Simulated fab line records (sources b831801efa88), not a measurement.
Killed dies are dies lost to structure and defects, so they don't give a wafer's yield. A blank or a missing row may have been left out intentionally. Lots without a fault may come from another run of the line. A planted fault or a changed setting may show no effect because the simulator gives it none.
fab line records + flow sky130
record
- lots=7
- wafers=21
- last_day=49
route steps=708 shown METAL2@484
lots with no fault: from the same line, run without faults
start_h: hours from the record's first day to the start of the lot's first wafer shown + wait_h: time in hours since the lot's previous step + " the same as in the row above + L1.1+2: a row that stands for several wafers + - value missing, or start not given + * or withheld: withheld + < > ~ a bound
route shown NAME@n: a module of which the file shows steps, and the number in the route of the first + usual: mean/standard deviation of fault-free wafers + same: alike in all rows + chamber/n: place in a boat + sites: per-site readings + _std_site: standard deviation of those values + _edge_site: outer sites' mean less inner sites' + radius_mm: how far each site lies from the wafer's centre + mask NAME#n: copy n + behind: the last tool/chamber to shape the wafer + hold: what put the lot on hold/how long, in hours/how the hold closed + device: whichever transistor did not switch (one of n, p or np) + end of line: the tests these same wafers got at the end of their route + step lacking rows: just its recipe + killed: at the first sort, the dies lost to defects and structure; wafer yield is something else + map: dies across one wafer; x = killed, . = not, _ = none there
set.NAME: the setting the step ran with; set.NAME@STEP: the setting that earlier step ran with + model.NAME: the simulator's own value behind a step, which no gauge read
a table for each step, a row for each wafer; lots at some steps of the route
services: when a tool's chamber went out of use (start_h, in hours from the record's first day, below 0 if earlier), for how many hours, and the reason
## steps
# step SKY_METAL2_SPUTTER_01
# recipe
- material=TiN
- target_thk_nm=20
- power_w=6500
- time_s=16.7
- chamber_pressure_pa=0.4
# usual
- throttle_valve_pct=30.3/1.3
| lot.wafer | tool           | chamber | start_h | wait_h | throttle_valve_pct |
|-----------|----------------|---------|---------|--------|--------------------|
| L427.1    | pvd_sputter-04 | -       | 803.35  | 0.0    | 29.9               |
| L427.5    | "              | -       | "       | "      | 30.0               |
| L427.6    | "              | -       | "       | "      | 28.7               |
| L428.1    | pvd_sputter-03 | -       | 811.42  | 0.0    | 31.1               |
| L428.2    | "              | -       | "       | "      | 29.6               |
| L428.3    | "              | -       | "       | "      | 32.0               |
| L429.1    | pvd_sputter-04 | -       | 820.32  | 0.0    | 30.0               |
| L429.2    | "              | -       | "       | "      | 27.4               |
| L429.6    | "              | -       | "       | "      | 29.3               |
| L430.1    | pvd_sputter-03 | -       | 828.23  | 0.0    | 29.3               |
| L430.2    | "              | -       | "       | "      | 31.2               |
| L430.4    | "              | -       | "       | "      | 32.4               |
| L438.1    | pvd_sputter-03 | -       | 890.02  | 0.0    | 31.5               |
| L438.2    | "              | -       | "       | "      | 29.8               |
| L438.5    | "              | -       | "       | "      | 32.4               |
| L444.2    | pvd_sputter-04 | -       | 929.61  | 0.0    | 29.0               |
| L444.3    | "              | -       | "       | "      | 29.0               |
| L444.4    | "              | -       | "       | "      | 27.3               |
| L445.1    | pvd_sputter-03 | -       | 936.02  | 0.0    | 29.4               |
| L445.4    | "              | -       | "       | "      | 29.6               |
| L445.6    | "              | -       | "       | "      | 32.4               |
# step SKY_METAL2_SPUTTER_02
# recipe
- material=AlCu
- target_thk_nm=250
- power_w=10600
- time_s=13.3
- chamber_pressure_pa=0.4
# usual
- throttle_valve_pct=30.3/1.3
| lot.wafer | tool           | chamber | start_h | wait_h | throttle_valve_pct |
|-----------|----------------|---------|---------|--------|--------------------|
| L427.1    | pvd_sputter-04 | -       | 803.38  | 0.0    | 29.9               |
| L427.5    | "              | -       | "       | "      | 30.2               |
| L427.6    | "              | -       | "       | "      | 28.6               |
| L428.1    | pvd_sputter-03 | -       | 811.44  | 0.0    | 31.3               |
| L428.2    | "              | -       | "       | "      | 29.4               |
| L428.3    | "              | -       | "       | "      | 32.4               |
| L429.1    | pvd_sputter-04 | -       | 820.35  | 0.0    | 30.1               |
| L429.2    | "              | -       | "       | "      | 27.6               |
| L429.6    | "              | -       | "       | "      | 29.0               |
| L430.1    | pvd_sputter-03 | -       | 828.26  | 0.0    | 29.5               |
| L430.2    | "              | -       | "       | "      | 31.1               |
| L430.4    | "              | -       | "       | "      | 32.6               |
| L438.1    | pvd_sputter-03 | -       | 890.05  | 0.0    | 31.3               |
| L438.2    | "              | -       | "       | "      | 29.5               |
| L438.5    | "              | -       | "       | "      | 32.3               |
| L444.2    | pvd_sputter-04 | -       | 929.63  | 0.0    | 29.3               |
| L444.3    | "              | -       | "       | "      | 28.7               |
| L444.4    | "              | -       | "       | "      | 27.6               |
| L445.1    | pvd_sputter-03 | -       | 936.04  | 0.0    | 29.3               |
| L445.4    | "              | -       | "       | "      | 29.7               |
| L445.6    | "              | -       | "       | "      | 32.5               |
# step SKY_METAL2_SPUTTER_03
# recipe
- material=Ti
- target_thk_nm=5
- power_w=3000
- time_s=3.3
- chamber_pressure_pa=0.4
# usual
- throttle_valve_pct=30.3/1.3
| lot.wafer | tool           | chamber | start_h | wait_h | throttle_valve_pct |
|-----------|----------------|---------|---------|--------|--------------------|
| L427.1    | pvd_sputter-04 | -       | 803.40  | 0.0    | 30.0               |
| L427.5    | "              | -       | "       | "      | 30.1               |
| L427.6    | "              | -       | "       | "      | 28.9               |
| L428.1    | pvd_sputter-03 | -       | 811.47  | 0.0    | 31.3               |
| L428.2    | "              | -       | "       | "      | 29.7               |
| L428.3    | "              | -       | "       | "      | 32.4               |
| L429.1    | pvd_sputter-04 | -       | 820.37  | 0.0    | 29.7               |
| L429.2    | "              | -       | "       | "      | 27.6               |
| L429.6    | "              | -       | "       | "      | 29.2               |
| L430.1    | pvd_sputter-03 | -       | 828.28  | 0.0    | 29.3               |
| L430.2    | "              | -       | "       | "      | 31.3               |
| L430.4    | "              | -       | "       | "      | 32.4               |
| L438.1    | pvd_sputter-03 | -       | 890.07  | 0.0    | 31.4               |
| L438.2    | "              | -       | "       | "      | 29.4               |
| L438.5    | "              | -       | "       | "      | 32.1               |
| L444.2    | pvd_sputter-04 | -       | 929.66  | 0.0    | 29.4               |
| L444.3    | "              | -       | "       | "      | 28.8               |
| L444.4    | "              | -       | "       | "      | 27.9               |
| L445.1    | pvd_sputter-03 | -       | 936.07  | 0.0    | 29.8               |
| L445.4    | "              | -       | "       | "      | 29.4               |
| L445.6    | "              | -       | "       | "      | 32.2               |
# step SKY_METAL2_SPUTTER_04
# recipe
- material=TiN
- target_thk_nm=70
- power_w=6500
- time_s=58.3
- chamber_pressure_pa=0.4
# usual
- throttle_valve_pct=30.3/1.3
| lot.wafer | tool           | chamber | start_h | wait_h | throttle_valve_pct |
|-----------|----------------|---------|---------|--------|--------------------|
| L427.1    | pvd_sputter-04 | -       | 805.01  | 1.6    | 30.4               |
| L427.5    | "              | -       | "       | "      | 30.0               |
| L427.6    | "              | -       | "       | "      | 29.0               |
| L428.1    | pvd_sputter-03 | -       | 811.49  | 0.0    | 31.2               |
| L428.2    | "              | -       | "       | "      | 29.7               |
| L428.3    | "              | -       | "       | "      | 32.5               |
| L429.1    | pvd_sputter-04 | -       | 820.39  | 0.0    | 30.0               |
| L429.2    | "              | -       | "       | "      | 27.5               |
| L429.6    | "              | -       | "       | "      | 29.4               |
| L430.1    | pvd_sputter-03 | -       | 828.30  | 0.0    | 29.4               |
| L430.2    | "              | -       | "       | "      | 31.2               |
| L430.4    | "              | -       | "       | "      | 32.1               |
| L438.1    | pvd_sputter-03 | -       | 890.09  | 0.0    | 31.3               |
| L438.2    | "              | -       | "       | "      | 29.7               |
| L438.5    | "              | -       | "       | "      | 32.3               |
| L444.2    | pvd_sputter-04 | -       | 929.67  | 0.0    | 28.9               |
| L444.3    | "              | -       | "       | "      | 28.6               |
| L444.4    | "              | -       | "       | "      | 27.3               |
| L445.1    | pvd_sputter-03 | -       | 936.09  | 0.0    | 29.7               |
| L445.4    | "              | -       | "       | "      | 29.6               |
| L445.6    | "              | -       | "       | "      | 32.3               |
# step SKY_METAL2_RS_MEAS_05
# recipe
- thk_meas_gauge=four-point-probe
- reads=TiN_of_METAL2_SPUTTER_04+Ti_of_METAL2_SPUTTER_03+AlCu_of_METAL2_SPUTTER_02+TiN_of_METAL2_SPUTTER_01+Ti_of_METAL2_SPUTTER_00
# usual
- METAL2_ALCU_RS=0.1265/0.0021
| lot.wafer | tool          | chamber | start_h | wait_h | METAL2_ALCU_RS[ohm/sq] |
|-----------|---------------|---------|---------|--------|------------------------|
| L427.1    | film_metro-01 | -       | 805.06  | 0.0    | 0.1278                 |
| L427.5    | "             | -       | "       | "      | 0.1285                 |
| L427.6    | "             | -       | "       | "      | 0.1289                 |
| L428.1    | film_metro-01 | -       | 811.53  | 0.0    | 0.1254                 |
| L428.2    | "             | -       | "       | "      | 0.1283                 |
| L428.3    | "             | -       | "       | "      | 0.1248                 |
| L429.1    | film_metro-02 | -       | 820.44  | 0.0    | 0.1270                 |
| L429.2    | "             | -       | "       | "      | 0.1278                 |
| L429.6    | "             | -       | "       | "      | 0.1267                 |
| L430.1    | film_metro-01 | -       | 828.35  | 0.0    | 0.1271                 |
| L430.2    | "             | -       | "       | "      | 0.1242                 |
| L430.4    | "             | -       | "       | "      | 0.1257                 |
| L438.1    | film_metro-02 | -       | 890.14  | 0.0    | 0.1237                 |
| L438.2    | "             | -       | "       | "      | 0.1277                 |
| L438.5    | "             | -       | "       | "      | 0.1240                 |
| L444.2    | film_metro-02 | -       | 929.74  | 0.0    | 0.1269                 |
| L444.3    | "             | -       | "       | "      | 0.1279                 |
| L444.4    | "             | -       | "       | "      | 0.1285                 |
| L445.1    | film_metro-04 | -       | 936.14  | 0.0    | 0.1261                 |
| L445.4    | "             | -       | "       | "      | 0.1257                 |
| L445.6    | "             | -       | "       | "      | 0.1248                 |
# step SKY_METAL2_THK_MEAS_06
# recipe
- thk_meas_gauge=xrf
- reads=AlCu_of_METAL2_SPUTTER_02
# usual
- METAL2_ALCU_THK=251/4
| lot.wafer | tool          | chamber | start_h | wait_h | METAL2_ALCU_THK[nm] |
|-----------|---------------|---------|---------|--------|---------------------|
| L427.1    | film_metro-01 | -       | 805.18  | 0.1    | 251                 |
| L427.5    | "             | -       | "       | "      | 251                 |
| L427.6    | "             | -       | "       | "      | 247                 |
| L428.1    | film_metro-01 | -       | 811.65  | 0.1    | 255                 |
| L428.2    | "             | -       | "       | "      | 252                 |
| L428.3    | "             | -       | "       | "      | 255                 |
| L429.1    | film_metro-02 | -       | 820.56  | 0.1    | 249                 |
| L429.2    | "             | -       | "       | "      | 247                 |
| L429.6    | "             | -       | "       | "      | 247                 |
| L430.1    | film_metro-01 | -       | 828.47  | 0.1    | 251                 |
| L430.2    | "             | -       | "       | "      | 256                 |
| L430.4    | "             | -       | "       | "      | 253                 |
| L438.1    | film_metro-02 | -       | 890.26  | 0.1    | 255                 |
| L438.2    | "             | -       | "       | "      | 250                 |
| L438.5    | "             | -       | "       | "      | 256                 |
| L444.2    | film_metro-02 | -       | 929.85  | 0.1    | 249                 |
| L444.3    | "             | -       | "       | "      | 249                 |
| L444.4    | "             | -       | "       | "      | 245                 |
| L445.1    | film_metro-04 | -       | 936.26  | 0.1    | 252                 |
| L445.4    | "             | -       | "       | "      | 252                 |
| L445.6    | "             | -       | "       | "      | 253                 |
# step SKY_METAL2_DEHYDRATE_07
# recipe
- temp_c=200
- time_s=60
# step SKY_METAL2_HMDS_08
# recipe
- prime_time_s=60
- prime_temp_c=120
# step SKY_METAL2_COAT_09
# recipe
- resist=BARC
- temp_c=withheld
- time_s=withheld
- spin_rpm=3000
- resist_thk_nm=60
# step SKY_METAL2_COAT_10
# recipe
- resist=KrF-thick
- spin_rpm=3000
- resist_thk_nm=450
# step SKY_METAL2_SOFTBAKE_11
# recipe
- temp_c=100
- time_s=90
- resist=KrF-thick
# step SKY_METAL2_EXPOSE_12
# recipe
- mask_id=MM2
- na=0.8
- source_shape=annular
- sigma_inner=0.55
- sigma_outer=0.85
- target_cd_nm=140
- dose_mj=28
# step SKY_METAL2_PEB_13
# recipe
- peb_temp_c=withheld
- peb_time_s=withheld
- resist=KrF-thick
# usual
- chill_plate_temp_C=*
- exhaust_pa=45.1/0.89
| lot.wafer | tool           | chamber | start_h | wait_h | chill_plate_temp_C | exhaust_pa |
|-----------|----------------|---------|---------|--------|--------------------|------------|
| L427.1    | litho_track-01 | 0       | 831     | -      | *                  | 44.8       |
| L427.5    | "              | 0       | "       | "      | *                  | 44.8       |
| L427.6    | "              | 0       | "       | "      | *                  | 44.4       |
| L428.1    | litho_track-04 | -       | 837     | -      | -                  | -          |
| L428.2    | "              | -       | "       | "      | -                  | -          |
| L428.3    | "              | -       | "       | "      | -                  | -          |
| L429.1    | litho_track-02 | -       | 846     | -      | -                  | -          |
| L429.2    | "              | -       | "       | "      | -                  | -          |
| L429.6    | "              | -       | "       | "      | -                  | -          |
| L430.1    | litho_track-04 | -       | 854     | -      | -                  | -          |
| L430.2    | "              | -       | "       | "      | -                  | -          |
| L430.4    | "              | -       | "       | "      | -                  | -          |
| L438.1    | litho_track-02 | 0       | 915     | -      | *                  | 46.5       |
| L438.2    | "              | 0       | "       | "      | *                  | 44.6       |
| L438.5    | "              | 0       | "       | "      | *                  | 46.4       |
| L444.2    | litho_track-04 | 0       | 953     | -      | *                  | 42.9       |
| L444.3    | "              | 0       | "       | "      | *                  | 42.6       |
| L444.4    | "              | 0       | "       | "      | *                  | 44.8       |
| L445.1    | litho_track-04 | 0       | 959     | -      | *                  | 44.3       |
| L445.4    | "              | 0       | "       | "      | *                  | 45.5       |
| L445.6    | "              | 0       | "       | "      | *                  | 45.5       |
# step SKY_METAL2_DEVELOP_14
# recipe
- develop_time_s=60
- resist=KrF-thick
- dev_temp_c=21
## services
| tool           | chamber | start_h | hours | kind                      |
|----------------|---------|---------|-------|---------------------------|
| pvd_sputter-03 | -       | 783.16  | 1.0   | repair                    |
| pvd_sputter-03 | -       | 802.28  | 6.8   | repair                    |
| pvd_sputter-04 | -       | 826.72  | 8.1   | repair                    |
| pvd_sputter-04 | -       | 857.37  | 13.4  | repair                    |
| pvd_sputter-04 | -       | 896.00  | 9.3   | repair                    |
| pvd_sputter-04 | -       | 896.28  | 6.1   | repair                    |
| litho_track-01 | -       | 897.47  | -     | consumable_replace:filter |
| pvd_sputter-04 | -       | 898.52  | 14.9  | repair                    |
| pvd_sputter-04 | -       | 938.80  | 2.7   | repair                    |
## key
first_sign
- step=SKY_METAL2_PEB_13
- reading=tool_record
- direction=missing
effect none on later readings
met_at SKY_METAL2_PEB_13
struck_wafers L428.1,L428.2,L428.3,L429.1,L429.2,L429.6,L430.1,L430.2,L430.4
later_rows_left_out L428.1,L428.2,L428.3,L429.1,L429.2,L429.6,L430.1,L430.2,L430.4
sort_left_out L428.1,L428.2,L428.3,L429.1,L429.2,L429.6,L430.1,L430.2,L430.4
fault
- kind=skipped_step_whole
- tool=litho_track-02,litho_track-04
- chamber=-
- onset_h=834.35
- steps=SKY_METAL2_PEB_13
- scope=struck_lots_only
# sort_left_out: the simulated sort isn't trusted on such a fault, so these wafers' sort isn't shown, and their yield isn't known
# later_rows_left_out: the simulator's readings of these wafers behind a module that went badly wrong aren't trusted and aren't shown, but for the sort
